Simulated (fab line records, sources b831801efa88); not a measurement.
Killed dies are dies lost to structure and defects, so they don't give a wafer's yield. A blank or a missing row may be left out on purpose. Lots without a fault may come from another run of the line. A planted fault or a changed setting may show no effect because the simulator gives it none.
A struck lot beside a sound one | flow gf180mcu | 20 steps out of a route of 602
Sound: wafers L671.1, L671.3, L671.4. Struck: wafers L688.2, L688.3, L688.5. The cause comes at the end.
At each step with rows: each side's tool, then ch and its chambers, then its first start. Under that, the readings that differ: sound wafers | struck wafers | difference of the means | sigmas: that difference in standard deviations of wafers without a fault.
alike: readings whose means differ by less than 2 such deviations, and words and numbers that are the same on both sides. not compared: withheld readings, readings that some wafer has no value for, bounds like >300 that may hide the same value, and numbers for which the record gives no deviation and whose values overlap.
The two part at a step that has a row with sigmas, a row that says differs or no value, or rows on one side only. Numbers that don't overlap but have no deviation are shown without sigmas and don't part them. A reading that every wafer of one side lacks parts them only if that side has two wafers or more.

first, 1 step without rows for these wafers: GF_V1_CVD_00 (deposits SiO2, target thk 600 nm, time 100 s).
GF_V1_THK_MEAS_01:
  sound on film_metro-04, day 18 07:13; struck on film_metro-01, day 24 09:46
  reading            | sound       | struck      | difference | sigmas
  V1_CVD_00_THK (nm) | 601 609 605 | 590 593 583 | -16        | -3
GF_V1_CVD_02: deposits SiO2 from TEOS, target thk 850 nm, time 94.851 s.
  sound on pecvd-02 ch 0,1, day 18 07:17; struck on pecvd-02 ch 0,2, day 24 09:49
  alike: heater_power_w
GF_V1_THK_MEAS_03:
  sound on film_metro-02, day 18 07:21; struck on film_metro-02, day 24 09:54
  alike: V1_CVD_02_THK
GF_V1_CMP_04: polishes SiO2.
  sound on cmp-02 ch 1,2,3, day 18 07:28; struck on cmp-01 ch 0,3, day 24 10:00
  alike: motor_current_A, time_to_endpoint_s
GF_V1_BOW_MEAS_05:
  sound on film_metro-02, day 18 07:43; struck on film_metro-01, day 24 10:16
  alike: V1_BOW
then, 6 steps without rows for these wafers: GF_V1_DEHYDRATE_06 (time 60 s); GF_V1_HMDS_07 (prime time 60 s); GF_V1_COAT_08; GF_V1_COAT_09 (resist thk 1000 nm); GF_V1_SOFTBAKE_10 (time 60 s); GF_V1_EXPOSE_11 (exposes mask Via1, target cd 260 nm).
GF_V1_PEB_12: peb time 90 s.
  sound on litho_track-01 ch 0, day 19 07:42; struck on litho_track-02 ch 0, day 25 07:47
  alike: heater_power_total_W
then, 1 step without rows for these wafers: GF_V1_DEVELOP_13 (develop time 60 s).
GF_V1_CD_MEAS_14: target cd 260 nm.
  sound on cd_sem-01, day 19 08:03; struck on cd_sem-01, day 25 08:07
  reading    | sound             | struck            | difference | sigmas
  cd_nm (nm) | 258.4 258.2 257.7 | 263.3 264.0 264.4 | +5.8       | +5
GF_V1_OVL_MEAS_15:
  sound on overlay-02, day 19 08:10; struck on overlay-01, day 25 08:13
  reading     | sound | struck   | difference | sigmas
  V1_OVL (nm) | 7 8 7 | -6 -6 -4 | -13        | -2
GF_V1_ETCH_16: etches BARC in N2/H2.
  sound on rie_diel-04 ch 0,2,3, day 19 08:13; struck on rie_diel-02 ch 0,1, day 25 08:15
  reading             | sound             | struck            | difference | sigmas
  model.V1.cd_nm (nm) | 257.9 259.1 257.8 | 263.9 263.7 264.9 | +5.9       |
  alike: chamber_pressure_mTorr, drypump_motor_current_A, oes_product_au, throttle_valve_pct
GF_V1_ETCH_17: etches SiO2 in C4F8/O2/Ar, stops on TiN, target depth 630 nm.
  sound on rie_diel-04 ch 0,2,3; struck on rie_diel-02 ch 0,1
  reading             | sound           | struck            | difference | sigmas
  model.V1.cd_nm (nm) | 258 259.4 257.5 | 264.1 263.7 265.5 | +6.1       |
  alike: chamber_pressure_mTorr, oes_product_au
GF_V1_STRIP_18: strips in O2/N2.
  sound on plasma_asher-03 ch 0,1, day 19 08:20; struck on plasma_asher-01 ch 0,1, day 25 08:23
  reading                     | sound       | struck      | difference | sigmas
  drypump_motor_current_A (A) | 4.9 4.9 5.4 | 6.1 6.2 6.0 | +1.0       | +3
  alike: chamber_pressure_mTorr, heater_power_w, oes_product_au
  not compared: rf_hours_counter_h
then, 1 step without rows for these wafers: GF_PASSIVATION_PROBE_99.

WHERE THEY PART
First at GF_V1_THK_MEAS_01; last, within this record, at GF_V1_STRIP_18.

WHY: what the simulator had put in
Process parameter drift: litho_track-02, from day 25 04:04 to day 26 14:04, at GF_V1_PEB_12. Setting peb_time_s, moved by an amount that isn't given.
